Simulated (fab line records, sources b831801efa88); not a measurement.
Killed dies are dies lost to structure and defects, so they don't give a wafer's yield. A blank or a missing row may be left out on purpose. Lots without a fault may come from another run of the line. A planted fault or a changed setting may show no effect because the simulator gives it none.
Which tool did it? | flow gf180mcu | 12 lots, 36 wafers sampled, at 5 steps of a route of 602

WHAT THE GAUGES READ, wafer by wafer
GF_VT_IMPLANT_OVL_MEAS_18. Usual: VT_IMPLANT_01_OVL 0.1 nm, standard deviation 1.3.
lot  | measured     | on         | VT_IMPLANT_01_OVL (nm) | flag
L312 | day 6 06:53  | overlay-02 | 1.0 -0.1 0.2           |
L313 | day 6 11:18  | overlay-01 | 0.7 -1.1 -1.2          |
L317 | day 7 12:56  | overlay-01 | - - -                  | OFF
L322 | day 8 21:02  | overlay-01 | 0.1 1.1 -1.6           |
L324 | day 9 09:04  | overlay-01 | -1.5 -2.2 -0.5         |
L329 | day 10 16:17 | overlay-01 | -0.9 1.0 2.7           |
L330 | day 10 22:37 | overlay-02 | 0.0 -2.7 -0.7          |
L331 | day 11 05:44 | overlay-02 | 0.7 0.3 -0.6           |
L332 | day 11 11:14 | overlay-02 | 2.6 3.3 1.1            |
L333 | day 11 18:29 | overlay-01 | -0.1 0.2 -0.3          |
L334 | day 12 00:10 | overlay-01 | -0.9 -0.8 1.2          |
L335 | day 12 09:44 | overlay-01 | -0.8 -0.6 -0.5         |

GF_VT_IMPLANT_TW_MEAS_21. Usual: VT_IMPLANT_2_TW 1219, standard deviation 13.
lot  | measured     | on            | VT_IMPLANT_2_TW | flag
L312 | day 6 07:10  | film_metro-02 | 1204 1210 1201  |
L313 | day 6 11:35  | film_metro-01 | 1234 1244 1232  |
L317 | day 7 13:13  | film_metro-04 | 30 30 30        | OFF
L322 | day 8 21:19  | film_metro-04 | 1207 1206 1201  |
L324 | day 9 09:22  | film_metro-02 | 1209 1211 1203  |
L329 | day 10 16:34 | film_metro-02 | 1213 1215 1205  |
L330 | day 10 22:56 | film_metro-01 | 1226 1233 1230  |
L331 | day 11 06:01 | film_metro-01 | 1238 1236 1236  |
L332 | day 11 11:32 | film_metro-02 | 1205 1202 1200  |
L333 | day 11 18:46 | film_metro-04 | 1212 1206 1211  |
L334 | day 12 00:28 | film_metro-01 | 1241 1244 1242  |
L335 | day 12 10:01 | film_metro-02 | 1211 1213 1213  |

GF_POLY_GATE_OVL_MEAS_11. Usual: POLY_GATE_OVL 2 nm, standard deviation 6.3.
lot  | measured     | on         | POLY_GATE_OVL (nm) | flag
L312 | day 9 06:48  | overlay-02 | 0 7 11             |
L313 | day 9 09:59  | overlay-02 | 6 8 -3             |
L322 | day 12 06:49 | overlay-01 | -1 1 -1            |
L324 | day 12 17:13 | overlay-01 | -8 4 8             |
L329 | day 14 02:16 | overlay-01 | -5 -1 -6           |
L330 | day 14 09:35 | overlay-01 | -4 0 -9            |
L331 | day 14 21:28 | overlay-01 | 3 -4 10            |
L332 | day 15 00:50 | overlay-02 | 5 9 10             |
L333 | day 15 09:28 | overlay-02 | -2 8 0             |
L334 | day 15 15:41 | overlay-02 | 17 11 10           |
L335 | day 16 03:31 | overlay-01 | 0 5 -3             |

GF_SAB_CD_MEAS_09: target cd 420 nm. Usual: cd_nm 420.7 nm, standard deviation 2.6.
lot  | measured     | on        | cd_nm (nm)        | flag
L312 | day 15 02:37 | cd_sem-02 | 422.8 420.3 420.9 |
L313 | day 15 07:07 | cd_sem-01 | 422.8 420.6 423.1 |
L322 | day 18 22:55 | cd_sem-01 | 419.0 418.2 416.4 |
L324 | day 19 10:57 | cd_sem-01 | 422.7 422.7 424.1 |
L329 | day 21 01:25 | cd_sem-01 | 420.0 420.5 421.4 |
L330 | day 21 10:49 | cd_sem-01 | 425.3 426.2 426.6 |
L331 | day 21 23:44 | cd_sem-01 | 421.7 421.7 423.1 |
L332 | day 22 05:04 | cd_sem-01 | 421.2 422.4 422.7 |
L333 | day 22 12:10 | cd_sem-01 | 417.3 416.5 417.8 |
L334 | day 22 20:25 | cd_sem-01 | 423.5 426.2 423.3 |
L335 | day 23 07:29 | cd_sem-01 | 423.6 422.0 421.0 |

WHICH TOOL RAN EACH LOT (tool, then ch and the chambers of the sampled wafers, then the start)
lot  | GF_VT_IMPLANT_EXPOSE_15
L312 | iline_stepper-02 ch 0, day 5 23:35
L313 | iline_stepper-01 ch 0, day 6 04:16
L317 | iline_stepper-02 ch 0, day 7 04:52
L322 | iline_stepper-01 ch 0, day 8 12:46
L324 | iline_stepper-02 ch 0, day 9 00:50
L329 | iline_stepper-01 ch 0, day 10 07:50
L330 | iline_stepper-02 ch 0, day 10 13:51
L331 | iline_stepper-02 ch 0, day 10 21:05
L332 | iline_stepper-01 ch 0, day 11 02:41
L333 | iline_stepper-01 ch 0, day 11 09:14
L334 | iline_stepper-02 ch 0, day 11 14:03
L335 | iline_stepper-02 ch 0, day 12 00:26
- GF_VT_IMPLANT_EXPOSE_15: exposes mask Nwell LV AREA, target cd 860 nm.

WHAT THE TOOLS THEMSELVES READ (means of the sampled wafers that have a number; where no wafer has one, the mark that the record gives instead)
The record holds no such reading with a usual standard deviation.

THE ANSWER, worked out from the rows above alone
Rule: a lot is off if the mean of its wafers that have a number lies more than 3 standard deviations from the usual mean. A lot without any number at a reading at which 4 lots or more have one is off too. The other lots that the step has rows for count as sound. The gauges are gone through in route order, then the tools' own readings, and for those a lot's mean is taken as printed above. The first step at which some lot is off is used, and at that step the reading that is off furthest; a lot without a number counts as furthest.
Off: L317, at GF_VT_IMPLANT_OVL_MEAS_18 (VT_IMPLANT_01_OVL). Without a number there: L317.
A tool fits if, at a process step before that reading, it ran every lot that is off, and no sound lot after the first of them. The gauges at GF_VT_IMPLANT_OVL_MEAS_18 aren't tried: what is off there is off at GF_VT_IMPLANT_TW_MEAS_21 too, on other tools, and a gauge's error can't cause that. None of those tried fits.

WHAT THE SIMULATOR HAD PUT IN
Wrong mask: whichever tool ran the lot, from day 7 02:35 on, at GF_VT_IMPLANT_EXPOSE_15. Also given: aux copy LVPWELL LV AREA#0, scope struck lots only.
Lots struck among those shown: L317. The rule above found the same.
